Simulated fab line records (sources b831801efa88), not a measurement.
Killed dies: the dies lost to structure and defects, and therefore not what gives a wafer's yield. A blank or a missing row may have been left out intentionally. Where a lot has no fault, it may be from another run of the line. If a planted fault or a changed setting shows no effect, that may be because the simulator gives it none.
Chamber matching -- flow gf180mcu -- pecvd-01 running GF_V3_CVD_02: 3 sister chambers
The step deposits SiO2 from TEOS, target thk 850 nm, time 94.851 s. 3 wafers are shown with their chamber, then 7 later ones without.

## EACH WAFER AND ITS CHAMBER
wafer,chamber,heater-power-w (W)
L181.6,1,528
L182.2,2,808
L182.3,0,498

## WAFERS WITHOUT THEIR CHAMBER
wafer,heater-power-w (W)
L182.6,677
L183.2,825
L183.5,497
L183.6,503
L188.1,545
L188.5,807
L188.6,439

## CHAMBER TAKEN BY EACH
wafer,from the rows above,in truth
L182.6,can't be placed: 2 or 1 or 0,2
L183.2,2,2
L183.5,can't be placed: 0 or 1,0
L183.6,can't be placed: 0 or 1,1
L188.1,can't be placed: 1 or 0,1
L188.5,2,2
L188.6,can't be placed: 0 or 1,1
Correct placement for 2 of the 7. Not placeable from these rows: 5 (in 5, the candidates include the true chamber). Placed wrongly: 0.
How it was worked out, from the rows above alone: a wafer's distance from a chamber is the root of the sum, over the readings, of the square of ((its reading less the chamber's mean) divided by the reading's scatter). If the next closest chamber is less than 2 further off than the closest, the wafer can't be placed; otherwise it belongs to the closest. The mean given for a chamber averages the wafers shown for that chamber. The scatter (one wafer shown for each chamber): square how far every hidden wafer sits from the nearest shown wafer, average those squares and take the square root.
